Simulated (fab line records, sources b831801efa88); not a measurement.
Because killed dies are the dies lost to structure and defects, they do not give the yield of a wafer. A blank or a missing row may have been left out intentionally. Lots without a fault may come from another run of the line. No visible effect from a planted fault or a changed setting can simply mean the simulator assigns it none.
What tool caused it? / flow sky130 / Sampling: 15 lots, 45 wafers, 2 of 708 route steps

## WHAT EACH GAUGE READ, for each wafer
SKY_CAP2M_THK_MEAS_01. Usual: CAP2M_CVD_00_THK typically reads 15.46 nm, with standard deviation 0.22.
lot=L946; measured=day 39 09:29; on=film metro-04; CAP2M_CVD_00_THK (nm)=15.61 15.60 15.77; flag=
lot=L949; measured=day 41 01:43; on=film metro-04; CAP2M_CVD_00_THK (nm)=15.23 15.36 15.65; flag=
lot=L951; measured=day 41 04:06; on=film metro-03; CAP2M_CVD_00_THK (nm)=15.02 15.42 15.40; flag=
lot=L952; measured=day 41 10:45; on=film metro-04; CAP2M_CVD_00_THK (nm)=15.19 15.51 15.39; flag=
lot=L953; measured=day 42 07:20; on=film metro-03; CAP2M_CVD_00_THK (nm)=15.13 15.60 15.57; flag=
lot=L954; measured=day 42 07:38; on=film metro-01; CAP2M_CVD_00_THK (nm)=15.02 15.33 15.35; flag=
lot=L955; measured=day 42 10:02; on=film metro-03; CAP2M_CVD_00_THK (nm)=15.46 15.62 15.51; flag=
lot=L960; measured=day 43 19:39; on=film metro-01; CAP2M_CVD_00_THK (nm)=15.38 15.57 15.94; flag=
lot=L962; measured=day 44 09:50; on=film metro-03; CAP2M_CVD_00_THK (nm)=15.59 15.37 15.74; flag=
lot=L963; measured=day 44 16:05; on=film metro-01; CAP2M_CVD_00_THK (nm)=15.14 15.34 15.45; flag=
lot=L964; measured=day 44 16:50; on=film metro-03; CAP2M_CVD_00_THK (nm)=15.53 15.57 15.39; flag=
lot=L965; measured=day 45 10:05; on=film metro-03; CAP2M_CVD_00_THK (nm)=15.49 15.48 15.70; flag=
lot=L966; measured=day 45 11:23; on=film metro-03; CAP2M_CVD_00_THK (nm)=15.43 15.79 15.61; flag=
lot=L969; measured=day 46 19:29; on=film metro-03; CAP2M_CVD_00_THK (nm)=15.62 15.91 15.86; flag=
lot=L968; measured=day 46 23:15; on=film metro-03; CAP2M_CVD_00_THK (nm)=15.19 15.59 15.29; flag=

SKY_CAP2M_THK_MEAS_04: measures by xrf. Usual: CAP2M_TIN_THK typically reads 199.8 nm, with standard deviation 2.2.
lot=L946; measured=day 39 09:46; on=film metro-01; CAP2M_TIN_THK (nm)=202.4 202.4 201.4; flag=
lot=L949; measured=day 41 02:01; on=film metro-04; CAP2M_TIN_THK (nm)=198.7 199.5 200.0; flag=
lot=L951; measured=day 41 04:23; on=film metro-01; CAP2M_TIN_THK (nm)=200.5 199.2 199.7; flag=
lot=L952; measured=day 41 11:02; on=film metro-03; CAP2M_TIN_THK (nm)=199.1 199.5 197.8; flag=
lot=L953; measured=day 42 07:38; on=film metro-04; CAP2M_TIN_THK (nm)=199.9 198.7 200.2; flag=
lot=L954; measured=day 42 07:55; on=film metro-01; CAP2M_TIN_THK (nm)=199.6 198.8 197.5; flag=
lot=L955; measured=day 42 10:19; on=film metro-04; CAP2M_TIN_THK (nm)=202.3 201.3 201.4; flag=
lot=L960; measured=day 43 19:56; on=film metro-03; CAP2M_TIN_THK (nm)=203.3 204.1 202.1; flag=
lot=L962; measured=day 44 10:08; on=film metro-03; CAP2M_TIN_THK (nm)=199.7 202.4 199.2; flag=
lot=L963; measured=day 44 16:23; on=film metro-03; CAP2M_TIN_THK (nm)=193.9 195.5 195.7; flag=
lot=L964; measured=day 44 17:07; on=film metro-04; CAP2M_TIN_THK (nm)=199.7 200.8 200.7; flag=
lot=L965; measured=day 45 10:22; on=film metro-03; CAP2M_TIN_THK (nm)=204.0 202.8 202.4; flag=
lot=L966; measured=day 45 11:41; on=film metro-01; CAP2M_TIN_THK (nm)=199.0 199.5 198.8; flag=
lot=L969; measured=day 46 19:46; on=film metro-01; CAP2M_TIN_THK (nm)=201.8 202.1 201.1; flag=
lot=L968; measured=day 46 23:32; on=film metro-01; CAP2M_TIN_THK (nm)=203.2 203.2 202.2; flag=

## EACH LOT AND THE TOOL THAT RAN IT (in order: tool; ch and the chambers of the sampled wafers; start)
No process step before these readings appears in the record.

## AS READ BY THE TOOLS THEMSELVES (means over the sampled wafers that have a number; for cases with no such wafer, the mark the record gives instead)
The record holds no such reading with a usual standard deviation.

## THE ANSWER, worked out from the rows above alone
Rule: a lot is off if the mean of its wafers that have a number lies more than 3 standard deviations from the usual mean. A lot without any number at a reading at which 4 lots or more have one is off too. The other lots that the step has rows for count as sound. The gauges are gone through in route order, then the tools' own readings, and for those a lot's mean is taken as printed above. At the first step where some lot is off, the reading lying furthest off is the one used; lots without a number count as furthest.
No lot is off at any reading shown: from this, nothing can be told.

## WHAT THE SIMULATOR HAD INSERTED
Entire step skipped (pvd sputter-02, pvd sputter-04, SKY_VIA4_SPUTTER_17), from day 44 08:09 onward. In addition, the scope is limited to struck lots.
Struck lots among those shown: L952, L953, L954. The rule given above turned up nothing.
